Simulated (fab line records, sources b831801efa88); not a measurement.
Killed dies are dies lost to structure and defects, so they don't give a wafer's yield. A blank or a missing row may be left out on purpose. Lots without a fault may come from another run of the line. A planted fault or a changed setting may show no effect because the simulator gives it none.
Which tool did it? | flow sky130 | 12 lots, 36 wafers sampled, at 2 steps of a route of 708

WHAT THE GAUGES READ, wafer by wafer
SKY_CAPM_OVL_MEAS_12. Usual: CAPM_OVL 1.1 nm, standard deviation 1.2.
lot  | measured     | on         | CAPM_OVL (nm)  | flag
L243 | day 37 23:56 | overlay-02 | 1.2 2.9 -0.2   |
L245 | day 38 07:53 | overlay-01 | 0.6 -0.2 -0.7  |
L246 | day 38 12:14 | overlay-01 | 1.4 3.2 0.6    |
L247 | day 38 21:54 | overlay-02 | -0.5 0.3 -0.1  |
L248 | day 39 09:54 | overlay-02 | 1.9 0.9 0.5    |
L249 | day 39 20:45 | overlay-01 | 2.1 4.1 3.9    |
L252 | day 40 15:53 | overlay-02 | 3.1 2.1 2.0    |
L258 | day 42 15:23 | overlay-01 | 0.6 -0.1 1.9   |
L259 | day 42 16:35 | overlay-02 | -0.4 -1.2 -0.6 |
L262 | day 43 03:10 | overlay-01 | 2.4 1.5 1.0    |
L264 | day 43 20:45 | overlay-01 | 1.4 2.0 0.7    |
L265 | day 44 00:44 | overlay-01 | -0.8 -0.3 0.2  |

WHICH TOOL RAN EACH LOT (tool, then ch and the chambers of the sampled wafers, then the start)
lot  | SKY_METAL3_SPUTTER_03
L243 | pvd_sputter-03, day 36 22:47
L245 | pvd_sputter-03, day 37 07:37
L246 | pvd_sputter-02, day 37 11:37
L247 | pvd_sputter-01, day 37 20:51
L248 | pvd_sputter-02, day 38 09:40
L249 | pvd_sputter-03, day 38 20:34
L252 | pvd_sputter-02, day 39 16:37
L258 | pvd_sputter-03, day 41 10:39
L259 | pvd_sputter-02, day 41 14:22
L262 | pvd_sputter-01, day 42 05:53
L264 | pvd_sputter-01, day 42 22:42
L265 | pvd_sputter-01, day 43 02:05
- SKY_METAL3_SPUTTER_03: material Ti, target thk 5 nm, time 3.3 s.

WHAT THE TOOLS THEMSELVES READ (means of the sampled wafers that have a number; where no wafer has one, the mark that the record gives instead)
SKY_METAL3_SPUTTER_03. Usual: chamber_pressure_pa 0.4000 Pa, standard deviation 0.00079; throttle_valve_pct 29.2 %, standard deviation 1.2.
lot  | tool           | chamber_pressure_pa (Pa) | throttle_valve_pct (%) | flag
L243 | pvd_sputter-03 | 0.4001                   | 30.1                   |
L245 | pvd_sputter-03 | 0.4005                   | 29.0                   |
L246 | pvd_sputter-02 | 0.3999                   | 28.4                   |
L247 | pvd_sputter-01 | 0.4003                   | 28.5                   |
L248 | pvd_sputter-02 | 0.4003                   | 29.7                   |
L249 | pvd_sputter-03 | 0.4006                   | 29.9                   |
L252 | pvd_sputter-02 | 0.4006                   | 30.4                   |
L258 | pvd_sputter-03 | 0.3998                   | 29.4                   |
L259 | pvd_sputter-02 | 0.3999                   | 30.3                   |
L262 | pvd_sputter-01 | 0.4001                   | 29.1                   |
L264 | pvd_sputter-01 | 0.4002                   | 29.1                   |
L265 | pvd_sputter-01 | 0.3990                   | 28.6                   |

THE ANSWER, worked out from the rows above alone
Rule: a lot is off if the mean of its wafers that have a number lies more than 3 standard deviations from the usual mean. A lot without any number at a reading at which 4 lots or more have one is off too. The other lots that the step has rows for count as sound. The gauges are gone through in route order, then the tools' own readings, and for those a lot's mean is taken as printed above. The first step at which some lot is off is used, and at that step the reading that is off furthest; a lot without a number counts as furthest.
No lot is off at any reading shown: from this, nothing can be told.

WHAT THE SIMULATOR HAD PUT IN
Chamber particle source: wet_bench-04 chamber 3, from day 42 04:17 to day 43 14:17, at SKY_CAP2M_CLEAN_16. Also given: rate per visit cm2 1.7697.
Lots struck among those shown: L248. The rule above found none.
